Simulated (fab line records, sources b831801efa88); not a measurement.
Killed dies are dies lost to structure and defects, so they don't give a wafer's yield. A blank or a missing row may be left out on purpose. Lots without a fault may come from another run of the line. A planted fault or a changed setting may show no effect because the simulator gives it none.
Tool commonality check | flow gf180mcu | 13 lots, 42 wafers sampled

WHY IT WAS OPENED
At GF_VT_IMPLANT_TW_MEAS_21 the reading VT_IMPLANT_2_TW is flagged on 1 of 13 lots. Wafers without a fault read 1206, standard deviation 12.
Rule: a lot is flagged when every wafer of it that has a number lies more than 4 standard deviations from that mean, or none has a number. The other lots count as sound.

lot  | measured     | on            | VT_IMPLANT_2_TW, wafer by wafer | flag
L394 | day 6 05:44  | film_metro-04 | 1202 1200 1199                  |
L395 | day 6 14:20  | film_metro-03 | 1200 1192 1205                  |
L396 | day 6 20:49  | film_metro-01 | 1231 1221 1226                  |
L397 | day 7 00:56  | film_metro-04 | 1193 1198 1194                  |
L398 | day 7 05:56  | film_metro-04 | 1192 1193 1196                  |
L402 | day 8 08:53  | film_metro-01 | 1221 1217 1224                  |
L403 | day 8 16:49  | film_metro-03 | 1187 1194 1192                  |
L404 | day 8 23:35  | film_metro-03 | 1192 1193 1196                  |
L408 | day 9 23:17  | film_metro-03 | 1202 1207 1193                  |
L409 | day 10 05:34 | film_metro-01 | 30 30 30 30 30 30               | FLAGGED
L410 | day 10 08:58 | film_metro-01 | 1224 1219 1217                  |
L411 | day 10 18:50 | film_metro-04 | 1198 1193 1195                  |
L414 | day 11 10:56 | film_metro-03 | 1203 1197 1197                  |
The numbers of the flagged lots are 30 on average: -1176 against the usual, or -98 standard deviations.

WHICH TOOL RAN EACH LOT
The record holds 1 process step before the reading, out of a route of 602 steps. In each cell: the tool, then ch and the chambers that the sampled wafers went through, then the start.
lot  | flag    | GF_VT_IMPLANT_EXPOSE_15
L394 |         | iline_stepper-02 ch 0, day 5 21:58
L395 |         | iline_stepper-02 ch 0, day 6 06:32
L396 |         | iline_stepper-02 ch 0, day 6 12:35
L397 |         | iline_stepper-02 ch 0, day 6 16:25
L398 |         | iline_stepper-02 ch 0, day 6 22:38
L402 |         | iline_stepper-02 ch 0, day 8 00:28
L403 |         | iline_stepper-01 ch 0, day 8 08:31
L404 |         | iline_stepper-02 ch 0, day 8 15:23
L408 |         | iline_stepper-02 ch 0, day 9 14:17
L409 | FLAGGED | iline_stepper-02 ch 0, day 9 21:11
L410 |         | iline_stepper-02 ch 0, day 9 23:56
L411 |         | iline_stepper-02 ch 0, day 10 09:02
L414 |         | iline_stepper-01 ch 0, day 11 01:41
What these steps do:
- GF_VT_IMPLANT_EXPOSE_15: exposes mask Nwell LV AREA, target cd 860 nm.
- GF_VT_IMPLANT_TW_MEAS_21

FLAGGED OVER TOTAL, TOOL BY TOOL (the gauges that took the reading come last)
step                     | tool             | lots run | flagged | share of the flagged lots | sound lots run after its first flagged lot
GF_VT_IMPLANT_EXPOSE_15  | iline_stepper-01 | 2        | 0       | none                      | -
GF_VT_IMPLANT_EXPOSE_15  | iline_stepper-02 | 11       | 1       | all                       | 2 (L410,L411)
GF_VT_IMPLANT_TW_MEAS_21 | film_metro-01    | 4        | 1       | all                       | 1 (L410)
GF_VT_IMPLANT_TW_MEAS_21 | film_metro-03    | 5        | 0       | none                      | -
GF_VT_IMPLANT_TW_MEAS_21 | film_metro-04    | 4        | 0       | none                      | -

WHAT THE TABLE ALLOWS
2 rows of the table ran every flagged lot: iline_stepper-02 at GF_VT_IMPLANT_EXPOSE_15, film_metro-01 at GF_VT_IMPLANT_TW_MEAS_21.
- iline_stepper-02 at GF_VT_IMPLANT_EXPOSE_15: 1 of its 11 lots flagged. Sound lots ran on it after the first flagged one (L410, L411), which a lasting fault on the whole tool wouldn't allow.
- film_metro-01 at GF_VT_IMPLANT_TW_MEAS_21: 1 of its 4 lots flagged. Sound lots ran on it after the first flagged one (L410), which a lasting fault on the whole tool wouldn't allow.
No row of the table ran every flagged lot and no sound lot after the first.

WHAT THE SIMULATOR HAD PUT IN
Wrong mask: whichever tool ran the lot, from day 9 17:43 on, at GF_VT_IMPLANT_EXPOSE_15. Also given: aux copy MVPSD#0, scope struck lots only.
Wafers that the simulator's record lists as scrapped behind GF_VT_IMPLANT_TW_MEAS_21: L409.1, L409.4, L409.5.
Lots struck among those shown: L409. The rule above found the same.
